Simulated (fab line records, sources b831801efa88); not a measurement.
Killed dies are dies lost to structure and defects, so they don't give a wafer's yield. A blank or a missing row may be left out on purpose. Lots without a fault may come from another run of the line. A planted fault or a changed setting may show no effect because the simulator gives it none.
Chamber matching | flow sky130 | SKY_LI_CONTACT_CMP_24 on cmp-01: 4 sister chambers
The step polishes, stops on PSG, t overpolish 20 s, target thk 0 nm. 14 wafers are shown with their chamber, then 7 later ones without.

WAFERS WITH THEIR CHAMBER
wafer  | chamber | motor_current_A (A) | edge_zone_pressure_frac | time_to_endpoint_s (s)
L612.1 | 0       | 10.7                | 0.993                   | 95
L612.2 | 3       | 11.2                | 1.001                   | 92
L612.4 | 1       | 11.7                | 1.002                   | 97
L616.1 | 1       | 11.7                | 0.997                   | 89
L616.2 | 3       | 11.3                | 1.004                   | 92
L616.6 | 1       | 12.1                | 1.003                   | 90
L619.1 | 2       | 10.1                | 1.005                   | 91
L619.3 | 1       | 11.7                | 1.001                   | 94
L619.5 | 0       | 10.4                | 1.002                   | 90
L624.3 | 3       | 11.2                | 1.001                   | 96
L624.4 | 1       | 12.5                | 0.996                   | 97
L624.6 | 2       | 10.7                | 1.007                   | 99
L627.1 | 3       | 11.1                | 0.998                   | 92
L627.3 | 2       | 11.0                | 1.005                   | 96

SIGNATURES (means of the wafers above)
reading                 | chamber 0 | chamber 1 | chamber 2 | chamber 3 | scatter within a chamber
motor_current_A         | 10.550    | 11.940    | 10.600    | 11.200    | 0.316
edge_zone_pressure_frac | 0.99750   | 0.99980   | 1.00567   | 1.00100   | 0.00316
time_to_endpoint_s      | 92.50     | 93.40     | 95.33     | 93.00     | 3.38
Rule: a wafer's distance from a chamber is the root of the sum, over the readings, of the square of ((its reading less the chamber's mean) divided by the reading's scatter). The wafer belongs to the nearest chamber; if the next one is less than 2 further off, it can't be placed. The scatter: the root of (the sum of the squares of (reading less its chamber's mean) over the shown wafers, divided by (wafers less chambers)).

WAFERS WITHOUT THEIR CHAMBER
wafer  | motor_current_A (A) | edge_zone_pressure_frac | time_to_endpoint_s (s)
L627.6 | 12.2                | 1.004                   | 93
L628.3 | 10.5                | 1.005                   | 91
L628.4 | 9.9                 | 0.994                   | 108
L628.6 | 10.3                | 1.005                   | 91
L630.2 | 11.7                | 0.993                   | 96
L630.5 | 10.3                | 0.996                   | 96
L630.6 | 12.1                | 0.995                   | 96

WHICH CHAMBER EACH WENT THROUGH
wafer  | from the rows above          | in truth
L627.6 | can't be placed: 1 or 3      | 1
L628.3 | can't be placed: 2 or 0 or 3 | 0
L628.4 | can't be placed: 0 or 2 or 3 | 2
L628.6 | can't be placed: 2 or 0 or 3 | 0
L630.2 | can't be placed: 1 or 3 or 0 | 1
L630.5 | can't be placed: 0 or 2 or 3 | 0
L630.6 | can't be placed: 1 or 3      | 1
Placed correctly: 0 of 7. Can't be placed from these rows: 7 (the true chamber is among the candidates in 7). Placed wrongly: 0.
